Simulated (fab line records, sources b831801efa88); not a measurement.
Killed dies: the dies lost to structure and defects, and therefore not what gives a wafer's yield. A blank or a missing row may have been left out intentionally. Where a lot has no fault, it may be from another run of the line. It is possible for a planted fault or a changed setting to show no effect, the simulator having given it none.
Struck lot and sound lot, side by side ; flow sky130 ; 15 out of 708 route steps
Sound: wafers L536.1, L536.4, L536.5. The struck wafers were L540.1, L540.4, L540.5. The cause is given at the end.
Per side, at each step with rows, come the tool, then ch with its chambers, and then its first start. Under that, the readings that differ: sound wafers ; struck wafers ; difference of the means ; sigmas: that difference in standard deviations of wafers without a fault.
alike: words and numbers the same on both sides, and readings whose means are apart by under 2 such deviations; not compared: readings that were withheld, readings missing a value for some wafer, numbers with overlapping values and no deviation given by the record, and bounds like >300 which may hide the same value.
Wherever a step has rows on one side only, a row that says differs or no value, or a row with sigmas, the two part there. Non-overlapping numbers with no deviation appear without sigmas and do not part them. A reading missing from all wafers of one side parts the sides only when that side holds two or more wafers.

first, 1 step without rows for these wafers: SKY_POLY_GATE_CVD_03 (deposits Si3N4 from DCS/NH3, target thk 75 nm, time 1290 s).
SKY_POLY_GATE_THK_MEAS_04:
  sound: film_metro-01 at day 19 03:28; struck: film_metro-02 at day 20 05:05
  alike: POLY_GATE_CVD_03_THK
then, 8 steps without rows for these wafers: SKY_POLY_GATE_DEHYDRATE_05 (time 60 s); SKY_POLY_GATE_HMDS_06 (prime time 60 s); SKY_POLY_GATE_COAT_07 (resist thk 110 nm); SKY_POLY_GATE_COAT_08 (resist thk 450 nm); SKY_POLY_GATE_SOFTBAKE_09 (time 90 s); SKY_POLY_GATE_EXPOSE_10 (exposes mask P1M, target cd 150 nm); SKY_POLY_GATE_PEB_11; SKY_POLY_GATE_DEVELOP_12 (develop time 60 s).
SKY_POLY_GATE_CD_MEAS_13 targets a cd of 150 nm.
  sound: cd_sem-02 at day 20 10:34; struck: cd_sem-01 at day 21 12:13
  alike: cd_nm
SKY_POLY_GATE_OVL_MEAS_14:
  sound: overlay-01 at day 20 10:41; struck: overlay-01 at day 21 12:20
  alike: POLY_GATE_OVL
SKY_POLY_GATE_ETCH_15: etches BARC in N2/H2, stops on SiO2, time 118.5 s, target depth 110 nm.
  sound on rie_diel-03 ch 1,2, day 20 10:43; struck on rie_diel-03 ch 0,1,2, day 21 12:22
reading;sound;struck;difference;sigmas
bias_w (W);99.90 100.00 100.13;97.01 97.06 96.26;-3.23;-12
  alike: drypump_motor_current_A, oes_product_au, throttle_valve_pct
  not compared: rf_hours_counter_h
SKY_POLY_GATE_ETCH_16: etches Si3N4 in CH3F/O2, stops on poly-Si, time 147.5 s, target depth 75 nm.
  sound on rie_diel-03 ch 1,2, day 20 10:48; struck on rie_diel-03 ch 0,1,2, day 21 12:27
  alike: bias_w, drypump_motor_current_A, oes_product_au, throttle_valve_pct
  not compared: rf_hours_counter_h
-- a jump in the record: the struck wafers' starts before and after are 28 days apart (it breaks off in module POLY_GATE and resumes in module PAD_OPEN, where the first step shown is number 708 of the route) --
SKY_PAD_OPEN_PROBE_99:
  sound: prober-01 at day 48 16:37; struck: prober-01 at day 49 02:05
  alike: killed_at_M0_to_M3, killed_at_M4_up, killed_at_contacts, killed_at_front_end, killed_at_other, killed_dies, killed_on_rim, killed_open, killed_short

== WHERE THEY PART ==
SKY_POLY_GATE_ETCH_15 only, going by this record. Later steps at which nothing parts them and some readings are alike: SKY_POLY_GATE_ETCH_16, SKY_PAD_OPEN_PROBE_99.

WHY: the cause the simulator had injected
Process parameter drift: rie_diel-03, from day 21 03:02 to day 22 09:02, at SKY_POLY_GATE_ETCH_15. A move of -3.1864 in setting bias_w, from 100. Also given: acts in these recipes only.
